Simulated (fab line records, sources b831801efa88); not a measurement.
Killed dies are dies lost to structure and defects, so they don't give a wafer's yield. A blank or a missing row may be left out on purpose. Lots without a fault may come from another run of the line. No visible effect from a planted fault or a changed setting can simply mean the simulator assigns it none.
Which of the tools did it? :: flow gf180mcu :: 6 lots with 18 wafers sampled at 4 steps, on a route of 602 steps

== WHAT EACH GAUGE READ, for each wafer ==
GF_TOP_METAL_RS_MEAS_05: uses a four-point probe to measure.
lot: L198
measured: day 27 17:22
on: film metro-01
TOP_METAL_ALCU_RS (ohm/sq): 0.0335 0.0330 0.0332

lot: L200
measured: day 28 06:10
on: film metro-02
TOP_METAL_ALCU_RS (ohm/sq): 0.0334 0.0333 0.0328

lot: L202
measured: day 29 03:43
on: film metro-01
TOP_METAL_ALCU_RS (ohm/sq): 0.0337 0.0329 0.0332

lot: L210
measured: day 31 08:32
on: film metro-01
TOP_METAL_ALCU_RS (ohm/sq): 0.0328 0.0333 0.0328

lot: L213
measured: day 32 10:46
on: film metro-03
TOP_METAL_ALCU_RS (ohm/sq): 0.0327 0.0329 0.0323

lot: L217
measured: day 33 02:24
on: film metro-02
TOP_METAL_ALCU_RS (ohm/sq): 0.0328 0.0322 0.0325

== WHICH TOOL RAN EACH LOT (tool, then ch and the chambers of the sampled wafers, then the start) ==
lot: L198
GF_V4_CLEAN_20: wet bench-03 ch 3, day 24 22:13
GF_V5_ETCH_16: rie diel-04 ch 0,1,3, day 27 15:44
GF_V5_STRIP_18: plasma asher-01 ch 0,1, day 27 15:53

lot: L200
GF_V4_CLEAN_20: wet bench-04 ch 0, day 25 13:57
GF_V5_ETCH_16: rie diel-02 ch 0,1,3, day 28 04:31
GF_V5_STRIP_18: plasma asher-01 ch 0,1, day 28 04:40

lot: L202
GF_V4_CLEAN_20: wet bench-03 ch 3, day 26 12:13
GF_V5_ETCH_16: rie diel-01 ch 0,1, day 29 02:05
GF_V5_STRIP_18: plasma asher-03 ch 0,1, day 29 02:14

lot: L210
GF_V4_CLEAN_20: wet bench-04 ch 0, day 28 20:57
GF_V5_ETCH_16: rie diel-02 ch 1,2,3, day 31 06:56
GF_V5_STRIP_18: plasma asher-01 ch 0,1, day 31 07:05

lot: L213
GF_V4_CLEAN_20: wet bench-02 ch 0, day 30 01:03
GF_V5_ETCH_16: rie diel-01 ch 2,3, day 32 09:08
GF_V5_STRIP_18: plasma asher-01 ch 0,1, day 32 09:17

lot: L217
GF_V4_CLEAN_20: wet bench-02 ch 2, day 30 17:30
GF_V5_ETCH_16: rie diel-02 ch 1,2,3, day 33 00:35
GF_V5_STRIP_18: plasma asher-01 ch 0,1, day 33 00:44
- GF_V4_CLEAN_20: cleans in DIW.
- GF_V5_ETCH_16: etches BARC in N2/H2.
- GF_V5_STRIP_18: strips in O2/N2.

== THE ANSWER, worked out from the rows above alone ==
Rule: the lots themselves supply what counts as usual. Put in order of their means at a reading, lots are off if they are a third of the lots or fewer, leave a main group of 4 or more, and stand apart from it by a gap of 3 or more times the standard deviation of the main group's means; of several such gaps the widest counts. Not used: any main group whose means are identical at the precision the tables above print for the reading. Also off: a lot with no number at a reading for which 4 or more lots have one. The other lots that the step has rows for count as sound.
None of the lots is off at any reading shown; this tells nothing.

== WHAT THE SIMULATOR PUT IN ==
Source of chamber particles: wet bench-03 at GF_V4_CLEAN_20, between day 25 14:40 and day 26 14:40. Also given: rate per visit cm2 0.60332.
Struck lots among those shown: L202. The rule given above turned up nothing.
